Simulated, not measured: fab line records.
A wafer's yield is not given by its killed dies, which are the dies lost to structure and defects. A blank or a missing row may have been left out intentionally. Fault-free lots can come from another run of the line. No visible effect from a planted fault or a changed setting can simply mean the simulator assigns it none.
Comparing a struck lot with a sound one -- flow sky130 -- 43 steps out of a route of 708
Sound: wafers L605.1, L605.2, L605.5. The struck wafers were L611.1, L611.3, L611.6. The cause is named last.
Per side, at each step with rows, come the tool, then ch with its chambers, and then its first start. Under that, the readings that differ: sound wafers -- struck wafers -- difference of the means -- sigmas: that difference in standard deviations of wafers without a fault.
alike: same words and numbers on both sides, and readings whose means sit less than 2 such deviations apart. not compared: any withheld reading, any reading some wafer has no value for, any bound like >300 that may hide the same value, and any number with overlapping values for which the record gives no deviation.
The two part at a step that has a row with sigmas, a row that says differs or no value, or rows on one side only. Non-overlapping numbers with no deviation appear without sigmas and do not part them. A reading missing from all wafers of one side parts the sides only when that side holds two or more wafers.

first, 5 steps without rows for these wafers: SKY_FIELD_ISO_WET_ETCH_18 (etches Si3N4 in H3PO4, target depth 25 nm, time 286 s); SKY_FIELD_ISO_CLEAN_19 (cleans in SC1/SC2, time 150 s); SKY_FIELD_ISO_CLEAN_20 (cleans in dHF, time 20 s); SKY_FIELD_ISO_WET_ETCH_21 (etches SiO2 in dHF, target depth 20 nm, time 400 s); SKY_FIELD_ISO_OXIDATION_22 (stabilise 600 s, purge 300 s, target thk 10 nm).
SKY_FIELD_ISO_THK_MEAS_23:
  sound on film metro-02, day 3 14:04; struck on film metro-02, day 5 01:47
  alike: FIELD_ISO_OXIDATION_01_THK
then, 1 step without rows for these wafers: SKY_FIELD_ISO_CVD_24 (deposits SiO2, target thk 595 nm, time 99.2 s).
SKY_FIELD_ISO_THK_MEAS_25:
  sound on film metro-01, day 3 14:12; struck on film metro-02, day 5 01:56
  alike: FIELD_ISO_CVD_24_THK
then, 1 step without rows for these wafers: SKY_FIELD_ISO_ANNEAL_26 (time 1800 s).
SKY_FIELD_ISO_CMP_27: polishes, stops on Si3N4, t overpolish 16 s, target thk 457.8 nm.
  sound on cmp-02 ch 1,2,3, day 3 15:49; struck on cmp-02 ch 0,1, day 5 05:49
  alike: motor current A, overpolish run s, retaining ring pressure frac, time to endpoint s
then, 2 steps without rows for these wafers: SKY_FIELD_ISO_WET_ETCH_28 (etches SiO2 in dHF, target depth 23.7 nm, time 47 s); SKY_FIELD_ISO_WET_ETCH_29 (etches Si3N4 in H3PO4, target depth 160 nm, time 1825 s).
SKY_FIELD_ISO_WET_ETCH_30: etches SiO2 in dHF, target depth 25 nm, time 50 s.
  sound on wet bench-04 ch 2, day 3 16:35; struck on wet bench-04 ch 2, day 5 06:42
then, 2 steps without rows for these wafers: SKY_NWELL_CLEAN_00 (cleans in SC1/SC2, time 150 s); SKY_NWELL_OXIDATION_01 (stabilise 600 s, purge 300 s, target thk 10 nm).
SKY_NWELL_THK_MEAS_02:
  sound on film metro-03, day 3 18:34; struck on film metro-01, day 5 09:53
  alike: NWELL_OXIDATION_THK
then, 8 steps without rows for these wafers: SKY_DNWELL_DEHYDRATE_00 (time 60 s); SKY_DNWELL_HMDS_01 (prime time 60 s); SKY_DNWELL_COAT_02 (resist thk 3000 nm); SKY_DNWELL_SOFTBAKE_03; SKY_DNWELL_EXPOSE_04 (exposes mask DNM, target cd 3000 nm); SKY_DNWELL_PEB_05; SKY_DNWELL_DEVELOP_06 (develop time 60 s); SKY_DNWELL_IMPLANT_07.
SKY_DNWELL_STRIP_08: strips in O2/N2.
  sound on plasma asher-04 ch 0,1, day 4 11:17; struck on plasma asher-01 ch 1, day 6 03:54
reading,sound,struck,difference,sigmas
drypump motor current A (A),6.4 6.2 6.2,5.0 5.0 5.0,-1.3,-2
  alike: oes product au, strip time to endpoint s
  not compared: rf hours counter h
SKY_DNWELL_TW_MEAS_09:
  sound on film metro-01, day 4 11:23; struck on film metro-03, day 6 04:00
reading,sound,struck,difference,sigmas
DNWELL_TW,1121 1125 1126,1094 1094 1095,-30,-3
then, 7 steps without rows for these wafers: SKY_PWDE_DEHYDRATE_00 (time 60 s); SKY_PWDE_HMDS_01 (prime time 60 s); SKY_PWDE_COAT_02 (resist thk 3059 nm); SKY_PWDE_SOFTBAKE_03; SKY_PWDE_EXPOSE_04 (exposes mask PWDEM, target cd 840 nm); SKY_PWDE_PEB_05; SKY_PWDE_DEVELOP_06 (develop time 60 s).
SKY_PWDE_OVL_MEAS_07:
  sound on overlay-02, day 5 04:39; struck on overlay-01, day 6 23:13
  alike: PWDE_OVL
following that, these wafers have no rows for 1 step: SKY_PWDE_IMPLANT_08.
SKY_PWDE_STRIP_09: strips in O2/N2.
  sound on plasma asher-03 ch 0,1, day 5 04:50; struck on plasma asher-01 ch 0, day 6 23:24
  alike: drypump motor current A, oes product au, strip time to endpoint s
  not compared: rf hours counter h
SKY_PWDE_TW_MEAS_10:
  sound on film metro-03, day 5 04:56; struck on film metro-04, day 6 23:30
  alike: PWDE_TW
then, 5 steps without rows for these wafers: SKY_NWELL_DEHYDRATE_03 (time 60 s); SKY_NWELL_HMDS_04 (prime time 60 s); SKY_NWELL_COAT_05 (resist thk 3000 nm); SKY_NWELL_SOFTBAKE_06; SKY_NWELL_EXPOSE_07 (exposes mask NWM, target cd 840 nm).
-- the record jumps here: 42 days lie between the struck wafers' starts before and after (it left off in module NWELL and takes up again in module PAD_OPEN, whose first step shown is number 708 of the route) --
SKY_PAD_OPEN_PROBE_99:
  rows exist in the record for the struck wafers here (prober-02, day 49 00:11), but not for the sound ones

WHERE THEY PART
Last at SKY_PAD_OPEN_PROBE_99 as far as this record goes, first at SKY_DNWELL_STRIP_08.

WHY: the cause the simulator had injected
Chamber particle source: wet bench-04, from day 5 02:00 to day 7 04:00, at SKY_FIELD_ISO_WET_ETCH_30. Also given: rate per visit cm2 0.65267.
